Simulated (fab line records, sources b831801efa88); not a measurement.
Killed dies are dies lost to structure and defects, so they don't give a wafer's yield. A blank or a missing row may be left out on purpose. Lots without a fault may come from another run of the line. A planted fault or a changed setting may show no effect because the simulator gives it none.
fab line records | flow gf180mcu
record lots=5 wafers=15 last_day=34
route steps=602 shown MIM@512 M5@526
lots that met no fault: from a run of the same line without faults
start_h: hours from the record's first day to the start of the lot's first wafer shown | wait_h: hours since the lot's step before | " the same as in the row above | L1.1+2: a row that stands for several wafers | - no value, or no start given | * or withheld: withheld | < > ~ a bound
route shown NAME@n: a module of which the file shows steps, and the number in the route of the first | usual: mean/standard deviation of fault-free wafers | same: alike in all rows | chamber/n: place in a boat | sites: the reading at each site | _std_site: their standard deviation | _edge_site: outer sites' mean less inner sites' | radius_mm: how far each site lies from the wafer's centre | mask NAME#n: copy n | behind: the tool/chamber that last shaped the wafer | hold: why the lot was held/for how many hours/how that ended | device: the transistor (n, p or np) that didn't switch | end of line: the same wafers' tests at the end of the route | a step without rows: its recipe alone | killed: dies lost to structure and defects at the first sort, not the wafer's yield | map: a wafer's dies, x killed, . not, _ none there
set.NAME: the setting as run; set.NAME@STEP: as run at that earlier step | model.NAME: the simulator's own value behind a step, which no gauge read
lots at some steps of the route; a table a step, a row a wafer
services: from which hour (start_h, from the record's first day; less than 0 if before it) a tool's chamber was out of use, for how many hours, and why
## steps
# step GF_MIM_SPUTTER_09
# recipe material=TiN target_thk_nm=35 power_w=6500 time_s=29.2 chamber_pressure_pa=0.4
# usual throttle_valve_pct=29.7/1.2
# same time_s=29.2
# columns lot.wafer tool chamber start_h wait_h throttle_valve_pct
L077.1 pvd_sputter-03 - 583.54 0.0 28.6
L077.4 " - " " 27.7
L077.5 " - " " 30.6
L079.1 pvd_sputter-03 - 601.81 0.0 27.6
L079.4 " - " " 28.6
L079.5 " - " " 30.5
L092.1 pvd_sputter-03 - 708.14 0.0 27.4
L092.4 " - " " 28.5
L092.5 " - " " 30.6
L093.1 pvd_sputter-03 - 713.23 0.0 29.7
L093.3 " - " " 30.6
L093.6 " - " " 27.5
L094.4 pvd_sputter-03 - 725.02 0.0 30.0
L094.5 " - " " 27.5
L094.6 " - " " 29.9
# step GF_MIM_RS_MEAS_10
# recipe thk_meas_gauge=four-point-probe reads=TiN_of_MIM_SPUTTER_09+AlCu_of_MIM_SPUTTER_08+TiN_of_MIM_SPUTTER_07
# usual MIM_ALCU_RS=0.1606/0.0018
# columns lot.wafer tool chamber start_h wait_h MIM_ALCU_RS[ohm/sq]
L077.1 film_metro-04 - 583.57 0.0 0.1628
L077.4 " - " " 0.1624
L077.5 " - " " 0.1628
L079.1 film_metro-04 - 601.85 0.0 0.1593
L079.4 " - " " 0.1612
L079.5 " - " " 0.1606
L092.1 film_metro-03 - 708.18 0.0 0.1598
L092.4 " - " " 0.1619
L092.5 " - " " 0.1622
L093.1 film_metro-01 - 713.27 0.0 0.1606
L093.3 " - " " 0.1594
L093.6 " - " " 0.1597
L094.4 film_metro-01 - 725.12 0.1 0.1597
L094.5 " - " " 0.1588
L094.6 " - " " 0.1597
# step GF_MIM_THK_MEAS_11
# recipe thk_meas_gauge=xrf reads=AlCu_of_MIM_SPUTTER_08
# usual MIM_ALCU_THK=199.7/2.3
# columns lot.wafer tool chamber start_h wait_h MIM_ALCU_THK[nm]
L077.1 film_metro-04 - 583.69 0.1 195.2
L077.4 " - " " 198.8
L077.5 " - " " 197.9
L079.1 film_metro-04 - 601.97 0.1 201.2
L079.4 " - " " 199.6
L079.5 " - " " 199.4
L092.1 film_metro-03 - 708.30 0.1 199.9
L092.4 " - " " 198.3
L092.5 " - " " 198.3
L093.1 film_metro-01 - 713.39 0.1 198.0
L093.3 " - " " 198.9
L093.6 " - " " 200.5
L094.4 film_metro-01 - 725.21 0.1 199.5
L094.5 " - " " 201.1
L094.6 " - " " 201.4
# step GF_MIM_DEHYDRATE_12
# recipe temp_c=200 time_s=60
# same time_s=60
# columns lot.wafer tool chamber start_h wait_h
L077.1+4+5 litho_track-01 0 593.44 9.7
L079.1+4+5 litho_track-01 0 611.49 9.5
L092.1+4+5 litho_track-01 0 715.79 7.5
L093.1+3+6 litho_track-04 0 721.56 8.2
L094.4+5+6 litho_track-04 0 732.68 7.5
# step GF_MIM_HMDS_13
# recipe prime_time_s=60 prime_temp_c=120
# columns lot.wafer tool chamber start_h wait_h
L077.1+4+5 litho_track-01 0 593.59 0.1
L079.1+4+5 litho_track-01 0 611.64 0.1
L092.1+4+5 litho_track-01 0 715.94 0.1
L093.1+3+6 litho_track-04 0 721.71 0.1
L094.4+5+6 litho_track-04 0 732.83 0.1
# step GF_MIM_COAT_14
# recipe resist=NOVOLAK spin_rpm=3000 resist_thk_nm=1000
# columns lot.wafer tool chamber start_h wait_h
L077.1+4+5 litho_track-01 0 593.74 0.1
L079.1+4+5 litho_track-01 0 611.79 0.1
L092.1+4+5 litho_track-01 0 716.09 0.1
L093.1+3+6 litho_track-04 0 721.86 0.1
L094.4+5+6 litho_track-04 0 732.98 0.1
# step GF_MIM_SOFTBAKE_15
# recipe temp_c=90 time_s=60 resist=NOVOLAK
# same time_s=60
# columns lot.wafer tool chamber start_h wait_h
L077.1+4+5 litho_track-01 0 593.89 0.1
L079.1+4+5 litho_track-01 0 611.94 0.1
L092.1+4+5 litho_track-01 0 716.24 0.1
L093.1+3+6 litho_track-04 0 722.01 0.1
L094.4+5+6 litho_track-04 0 733.13 0.1
# step GF_MIM_EXPOSE_16
# recipe mask_id=FuseTop target_cd_nm=2000 na=0.6 source_shape=conventional sigma_outer=0.6 dose_mj=140
# usual stage_vel_mm_s=500.01/0.25
# columns lot.wafer tool chamber start_h wait_h mask stage_vel_mm_s
L077.1 iline_stepper-01 0 - - FuseTop#0 499.90
L077.4 " 0 " " FuseTop#0 500.05
L077.5 " 0 " " FuseTop#0 499.80
L079.1 iline_stepper-02 0 - - FuseTop#0 500.07
L079.4 " 0 " " FuseTop#0 499.99
L079.5 " 0 " " FuseTop#0 499.93
L092.1 iline_stepper-01 0 - - FuseTop#0 500.34
L092.4 " 0 " " FuseTop#0 500.15
L092.5 " 0 " " FuseTop#0 500.16
L093.1 iline_stepper-01 0 - - FuseTop#0 499.76
L093.3 " 0 " " FuseTop#0 499.88
L093.6 " 0 " " FuseTop#0 500.06
L094.4 iline_stepper-02 0 - - FuseTop#0 500.22
L094.5 " 0 " " FuseTop#0 500.17
L094.6 " 0 " " FuseTop#0 499.78
# step GF_MIM_PEB_17
# recipe temp_c=withheld time_s=* resist=NOVOLAK
# same time_s=*
# columns lot.wafer tool chamber start_h wait_h
L077.1+4+5 litho_track-02 0 - -
L079.1+4+5 litho_track-01 0 - -
L092.1+4+5 litho_track-01 0 - -
L093.1+3+6 litho_track-01 0 - -
L094.4+5+6 litho_track-04 0 - -
# step GF_MIM_DEVELOP_18
# recipe develop_time_s=60 dev_temp_c=23
# columns lot.wafer tool chamber start_h wait_h
L077.1+4+5 litho_track-02 0 605.09 0.1
L079.1+4+5 litho_track-01 0 622.59 0.1
L092.1+4+5 litho_track-01 0 725.14 0.1
L093.1+3+6 litho_track-01 0 730.54 0.1
L094.4+5+6 litho_track-04 0 741.18 0.1
# step GF_MIM_METAL_ETCH_19
# recipe chemistry=Cl2/BCl3 mask_material=NOVOLAK stop_on=Si3N4 target_depth_nm=324.5 pressure_mtorr=8 icp_w=800 bias_w=140 Cl2_flow_sccm=80 bcl3_flow_sccm=40 time_s=54.1
# usual bcl3_flow_sccm=40.01/0.11 drypump_motor_current_A=5.6/0.31 oes_product_au=0.940/0.0066 throttle_valve_pct=28.284/0.011
# same time_s=54.1
# columns lot.wafer tool chamber start_h wait_h bcl3_flow_sccm drypump_motor_current_A oes_product_au rf_hours_counter_h throttle_valve_pct
L077.1 rie_metal-01 1 605.24 0.1 40.10 5.6 0.935 5 28.286
L077.4 " 1 " " 39.99 5.6 0.936 - 28.289
L077.5 " 0 " " 39.98 5.6 0.935 - 28.288
L079.1 rie_metal-01 0 622.74 0.1 39.90 5.7 0.944 8 28.296
L079.4 " 0 " " 39.81 5.7 0.940 - 28.295
L079.5 " 0 " " 39.97 5.6 0.938 - 28.289
L092.1 rie_metal-04 0 725.29 0.1 40.26 5.8 0.947 6 28.296
L092.4 " 0 " " 40.01 5.8 0.937 - 28.290
L092.5 " 0 " " 40.12 5.8 0.937 - 28.311
L093.1 rie_metal-04 0 730.69 0.1 40.02 5.8 0.939 6 28.282
L093.3 " 0 " " 39.88 5.8 0.941 - 28.279
L093.6 " 0 " " 39.86 5.8 0.947 - 28.285
L094.4 rie_metal-04 1 741.28 0.1 40.06 5.8 0.948 - 28.269
L094.5 " 1 " " 39.88 5.8 0.950 - 28.292
L094.6 " 0 " " 40.03 5.8 0.940 - 28.287
# step GF_MIM_STRIP_20
# recipe chemistry=O2/N2 power_w=1400 pressure_mtorr=1500 platen_temp_c=250 o2_flow_sccm=3000 n2_flow_sccm=300 overash_fraction=0.5
# usual drypump_motor_current_A=5.5/0.54 heater_power_w=341/19 n2_flow_sccm=299.9/0.81 oes_product_au=0.692/0.0046 strip_time_to_endpoint_s=11.23/0.039
# columns lot.wafer tool chamber start_h wait_h drypump_motor_current_A heater_power_w n2_flow_sccm oes_product_au rf_hours_counter_h strip_time_to_endpoint_s
L077.1 plasma_asher-03 1 605.31 0.0 4.8 355 300.1 0.694 81 11.27
L077.4 " 1 " " 4.8 350 300.8 0.700 - 11.27
L077.5 " 0 " " 6.5 319 300.5 0.693 - 11.29
L079.1 plasma_asher-02 1 622.81 0.0 5.4 342 300.3 0.689 52 11.26
L079.4 " 0 " " 5.5 337 298.4 0.694 - 11.27
L079.5 " 0 " " 5.5 343 300.5 0.693 - 11.21
L092.1 plasma_asher-03 1 725.43 0.1 4.8 348 300.0 0.696 93 11.18
L092.4 " 0 " " 6.6 326 298.8 0.684 - 11.21
L092.5 " 0 " " 6.5 324 300.8 0.690 - 11.17
L093.1 plasma_asher-03 0 730.83 0.1 6.5 321 300.9 0.690 93 11.18
L093.3 " 1 " " 4.8 356 300.6 0.689 - 11.20
L093.6 " 1 " " 4.8 360 300.2 0.686 - 11.21
L094.4 plasma_asher-03 1 741.36 0.1 4.8 359 300.7 0.688 - 11.26
L094.5 " 0 " " 6.6 321 300.3 0.693 - 11.25
L094.6 " 1 " " 4.8 349 299.7 0.683 - 11.21
# step GF_MIM_STRIP_21
# recipe chemistry=post_etch_residue_remover time_s=1200 temp_c=72.5
# same time_s=1200
# columns lot.wafer tool chamber start_h wait_h
L077.1+4+5 wet_bench-04 0 605.41 0.1
L079.1+4+5 wet_bench-01 3 622.91 0.1
L092.1+4+5 wet_bench-02 2 725.53 0.1
L093.1+3+6 wet_bench-04 0 730.93 0.1
L094.4+5+6 wet_bench-02 2 741.43 0.0
# step GF_MIM_CLEAN_22
# recipe chemistry=DIW dry=n2_spin
# columns lot.wafer tool chamber start_h wait_h
L077.1+4+5 wet_bench-02 0 605.79 0.0
L079.1+4+5 wet_bench-04 2 623.25 0.0
L092.1+4+5 wet_bench-01 3 725.87 0.0
L093.1+3+6 wet_bench-01 2 731.27 0.0
L094.4+5+6 wet_bench-04 1 741.77 0.0
# step GF_M5_DEHYDRATE_00
# recipe temp_c=200 time_s=60
# same time_s=60
# columns lot.wafer tool chamber start_h wait_h
L077.1+4+5 litho_track-01 0 614.74 8.9
L079.1+4+5 litho_track-01 0 632.59 9.2
L092.1+4+5 litho_track-01 0 733.29 7.3
L093.1+3+6 litho_track-01 0 738.84 7.5
L094.4+5+6 litho_track-04 0 750.08 8.2
# step GF_M5_HMDS_01
# recipe prime_time_s=60 prime_temp_c=120
# columns lot.wafer tool chamber start_h wait_h
L077.1+4+5 litho_track-01 0 614.89 0.1
L079.1+4+5 litho_track-01 0 632.74 0.1
L092.1+4+5 litho_track-01 0 733.44 0.1
L093.1+3+6 litho_track-01 0 738.99 0.1
L094.4+5+6 litho_track-04 0 750.23 0.1
# step GF_M5_COAT_02
# recipe resist=KrF spin_rpm=withheld resist_thk_nm=1000
# columns lot.wafer tool chamber start_h wait_h
L077.1+4+5 litho_track-01 0 615.04 0.1
L079.1+4+5 litho_track-01 0 632.89 0.1
L092.1+4+5 litho_track-01 0 733.59 0.1
L093.1+3+6 litho_track-01 0 739.14 0.1
L094.4+5+6 litho_track-04 0 750.38 0.1
# step GF_M5_SOFTBAKE_03
# recipe temp_c=130 time_s=60 resist=KrF
# same time_s=60
# columns lot.wafer tool chamber start_h wait_h
L077.1+4+5 litho_track-01 0 615.19 0.1
L079.1+4+5 litho_track-01 0 633.04 0.1
L092.1+4+5 litho_track-01 0 733.74 0.1
L093.1+3+6 litho_track-01 0 739.29 0.1
L094.4+5+6 litho_track-04 0 750.53 0.1
# step GF_M5_EXPOSE_04
# recipe mask_id=Metal5 target_cd_nm=280 na=0.68 source_shape=conventional sigma_outer=0.6 dose_mj=28
# usual stage_vel_mm_s=499.96/0.27
# columns lot.wafer tool chamber start_h wait_h mask stage_vel_mm_s
L077.1 krf_scanner-01 0 - - Metal5#0 500.15
L077.4 " 0 " " Metal5#0 500.25
L077.5 " 0 " " Metal5#0 500.29
L079.1 krf_scanner-01 0 - - Metal5#0 499.65
L079.4 " 0 " " Metal5#0 500.38
L079.5 " 0 " " Metal5#0 500.21
L092.1 krf_scanner-02 0 - - Metal5#0 499.78
L092.4 " 0 " " Metal5#0 499.69
L092.5 " 0 " " Metal5#0 499.79
L093.1 krf_scanner-02 0 - - Metal5#0 500.52
L093.3 " 0 " " Metal5#0 500.41
L093.6 " 0 " " Metal5#0 500.22
L094.4 krf_scanner-02 0 - - Metal5#0 500.23
L094.5 " 0 " " Metal5#0 500.12
L094.6 " 0 " " Metal5#0 500.31
## services
# columns tool chamber start_h hours kind
krf_scanner-02 - 584.66 4.0 pm
iline_stepper-01 - 590.61 0.8 repair
krf_scanner-02 - 594.08 0.8 pm
iline_stepper-02 - 596.10 1.7 pm
rie_metal-01 0 596.74 7.7 repair
litho_track-04 - 597.48 - consumable_replace:filter
rie_metal-04 1 603.39 1.1 repair
pvd_sputter-03 3 624.04 - consumable_replace:kit
wet_bench-01 - 628.85 1.9 pm
plasma_asher-03 - 632.58 0.9 repair
plasma_asher-03 - 634.99 6.1 repair
wet_bench-04 - 652.46 1.9 pm
iline_stepper-02 - 656.99 0.8 repair
krf_scanner-01 - 658.50 0.8 pm
krf_scanner-02 - 661.74 1.3 pm
krf_scanner-02 - 663.04 1.0 pm
krf_scanner-02 - 684.53 0.2 repair
iline_stepper-01 - 688.24 1.7 pm
plasma_asher-03 - 693.14 2.8 pm
krf_scanner-01 - 695.34 1.0 pm
krf_scanner-01 - 700.99 1.3 pm
krf_scanner-01 - 703.69 19.7 repair
iline_stepper-02 - 710.37 8.9 pm
iline_stepper-02 - 719.64 4.4 pm
## key
fault none
